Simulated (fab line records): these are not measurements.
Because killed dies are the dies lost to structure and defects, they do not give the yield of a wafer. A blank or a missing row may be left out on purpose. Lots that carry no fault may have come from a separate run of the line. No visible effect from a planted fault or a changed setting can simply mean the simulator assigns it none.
Which tool did it? / flow sky130 / 33 wafers from 11 lots sampled at 3 of the route's 708 steps

## WHAT THE GAUGES READ, wafer by wafer
SKY_CAPM_THK_MEAS_01.
lot=L629; measured=day 35 19:24; on=film_metro-01; CAPM_CVD_00_THK (nm)=15.27 15.18 15.58
lot=L630; measured=day 36 18:24; on=film_metro-02; CAPM_CVD_00_THK (nm)=15.07 15.66 15.53
lot=L631; measured=day 37 13:02; on=film_metro-02; CAPM_CVD_00_THK (nm)=15.02 15.47 15.33
lot=L632; measured=day 37 20:18; on=film_metro-04; CAPM_CVD_00_THK (nm)=15.20 15.63 15.34
lot=L638; measured=day 39 11:53; on=film_metro-02; CAPM_CVD_00_THK (nm)=15.76 15.64 16.04
lot=L639; measured=day 39 14:07; on=film_metro-04; CAPM_CVD_00_THK (nm)=15.49 15.79 15.97
lot=L646; measured=day 41 12:50; on=film_metro-01; CAPM_CVD_00_THK (nm)=15.34 15.86 15.99
lot=L648; measured=day 42 04:16; on=film_metro-02; CAPM_CVD_00_THK (nm)=15.79 15.93 15.92
lot=L650; measured=day 42 14:41; on=film_metro-02; CAPM_CVD_00_THK (nm)=15.38 15.37 15.43
lot=L651; measured=day 42 19:41; on=film_metro-02; CAPM_CVD_00_THK (nm)=15.69 15.27 15.79
lot=L652; measured=day 43 08:35; on=film_metro-04; CAPM_CVD_00_THK (nm)=15.38 15.53 15.75

## EACH LOT AND THE TOOL THAT RAN IT (in order: tool; ch and the chambers of the sampled wafers; start)
lot=L629; SKY_METAL2_METAL_ETCH_19=rie_metal-04 ch 0,1, day 34 13:31; SKY_METAL3_SPUTTER_02=pvd_sputter-01, day 35 19:17
lot=L630; SKY_METAL2_METAL_ETCH_19=rie_metal-03 ch 0,1, day 35 12:49; SKY_METAL3_SPUTTER_02=pvd_sputter-03, day 36 18:16
lot=L631; SKY_METAL2_METAL_ETCH_19=rie_metal-03 ch 0,1, day 36 07:38; SKY_METAL3_SPUTTER_02=pvd_sputter-03, day 37 12:53
lot=L632; SKY_METAL2_METAL_ETCH_19=rie_metal-01 ch 0,1, day 36 15:20; SKY_METAL3_SPUTTER_02=pvd_sputter-03, day 37 20:10
lot=L638; SKY_METAL2_METAL_ETCH_19=rie_metal-04 ch 0, day 38 08:26; SKY_METAL3_SPUTTER_02=pvd_sputter-03, day 39 11:46
lot=L639; SKY_METAL2_METAL_ETCH_19=rie_metal-03 ch 0,1, day 38 10:19; SKY_METAL3_SPUTTER_02=pvd_sputter-01, day 39 13:58
lot=L646; SKY_METAL2_METAL_ETCH_19=rie_metal-03 ch 0,1, day 40 09:38; SKY_METAL3_SPUTTER_02=pvd_sputter-01, day 41 12:42
lot=L648; SKY_METAL2_METAL_ETCH_19=rie_metal-03 ch 0,1, day 41 01:34; SKY_METAL3_SPUTTER_02=pvd_sputter-02, day 42 04:08
lot=L650; SKY_METAL2_METAL_ETCH_19=rie_metal-03 ch 0,1, day 41 12:01; SKY_METAL3_SPUTTER_02=pvd_sputter-02, day 42 14:32
lot=L651; SKY_METAL2_METAL_ETCH_19=rie_metal-03 ch 0,1, day 41 17:05; SKY_METAL3_SPUTTER_02=pvd_sputter-03, day 42 19:34
lot=L652; SKY_METAL2_METAL_ETCH_19=rie_metal-03 ch 0,1, day 42 06:13; SKY_METAL3_SPUTTER_02=pvd_sputter-01, day 43 08:27
- SKY_METAL2_METAL_ETCH_19: etches the open film in Cl2/BCl3, stops on SiO2, target depth 360 nm, time 78 s.
- SKY_METAL3_SPUTTER_02: material AlCu, target thk 735 nm, time 39.1 s.

## AS READ BY THE TOOLS THEMSELVES (means over the sampled wafers that have a number; for cases with no such wafer, the mark the record gives instead)
SKY_METAL2_METAL_ETCH_19.
lot=L629; tool=rie_metal-04; drypump_motor_current_A (A)=6.1; oes_product_au (a.u.)=0.851; throttle_valve_pct (%)=22.270
lot=L630; tool=rie_metal-03; drypump_motor_current_A (A)=6.3; oes_product_au (a.u.)=0.849; throttle_valve_pct (%)=22.259
lot=L631; tool=rie_metal-03; drypump_motor_current_A (A)=6.2; oes_product_au (a.u.)=0.848; throttle_valve_pct (%)=22.269
lot=L632; tool=rie_metal-01; drypump_motor_current_A (A)=5.4; oes_product_au (a.u.)=0.852; throttle_valve_pct (%)=22.267
lot=L638; tool=rie_metal-04; drypump_motor_current_A (A)=5.8; oes_product_au (a.u.)=0.852; throttle_valve_pct (%)=22.266
lot=L639; tool=rie_metal-03; drypump_motor_current_A (A)=6.2; oes_product_au (a.u.)=0.847; throttle_valve_pct (%)=22.265
lot=L646; tool=rie_metal-03; drypump_motor_current_A (A)=6.2; oes_product_au (a.u.)=0.858; throttle_valve_pct (%)=22.264
lot=L648; tool=rie_metal-03; drypump_motor_current_A (A)=6.0; oes_product_au (a.u.)=0.855; throttle_valve_pct (%)=22.271
lot=L650; tool=rie_metal-03; drypump_motor_current_A (A)=6.0; oes_product_au (a.u.)=0.860; throttle_valve_pct (%)=22.270
lot=L651; tool=rie_metal-03; drypump_motor_current_A (A)=6.3; oes_product_au (a.u.)=0.853; throttle_valve_pct (%)=22.273
lot=L652; tool=rie_metal-03; drypump_motor_current_A (A)=6.2; oes_product_au (a.u.)=0.852; throttle_valve_pct (%)=22.271

SKY_METAL3_SPUTTER_02.
lot=L629; tool=pvd_sputter-01; chamber_pressure_pa (Pa)=0.3997; throttle_valve_pct (%)=30.2
lot=L630; tool=pvd_sputter-03; chamber_pressure_pa (Pa)=0.4005; throttle_valve_pct (%)=29.2
lot=L631; tool=pvd_sputter-03; chamber_pressure_pa (Pa)=0.4007; throttle_valve_pct (%)=28.7
lot=L632; tool=pvd_sputter-03; chamber_pressure_pa (Pa)=0.4004; throttle_valve_pct (%)=29.9
lot=L638; tool=pvd_sputter-03; chamber_pressure_pa (Pa)=0.4002; throttle_valve_pct (%)=29.5
lot=L639; tool=pvd_sputter-01; chamber_pressure_pa (Pa)=0.3997; throttle_valve_pct (%)=29.0
lot=L646; tool=pvd_sputter-01; chamber_pressure_pa (Pa)=0.3994; throttle_valve_pct (%)=30.1
lot=L648; tool=pvd_sputter-02; chamber_pressure_pa (Pa)=0.3991; throttle_valve_pct (%)=31.0
lot=L650; tool=pvd_sputter-02; chamber_pressure_pa (Pa)=0.4006; throttle_valve_pct (%)=30.5
lot=L651; tool=pvd_sputter-03; chamber_pressure_pa (Pa)=0.4001; throttle_valve_pct (%)=29.7
lot=L652; tool=pvd_sputter-01; chamber_pressure_pa (Pa)=0.4002; throttle_valve_pct (%)=29.5

## THE ANSWER, worked out from the rows above alone
Rule: the usual values come from the lots themselves. The widest of any qualifying gaps counts: lots, ordered by their means at a reading, are off when they make up no more than a third of the lots, leave a main group of 4 or more, and stand apart from it by 3 or more times the standard deviation of that group's means. The tables above print the reading to a certain number of digits; a main group whose means all agree to those digits is not used. Also off: a lot with no number at a reading for which 4 or more lots have one. The other lots that the step has rows for count as sound. After the gauges, taken in route order, come the tools' own readings; for these a lot's mean is taken, as printed above. At the first step where some lot is off, the reading lying furthest off is the one used; lots without a number count as furthest.
No lot is off on any of the readings shown, so nothing can be concluded from this.

## WHAT WAS PUT IN BY THE SIMULATOR
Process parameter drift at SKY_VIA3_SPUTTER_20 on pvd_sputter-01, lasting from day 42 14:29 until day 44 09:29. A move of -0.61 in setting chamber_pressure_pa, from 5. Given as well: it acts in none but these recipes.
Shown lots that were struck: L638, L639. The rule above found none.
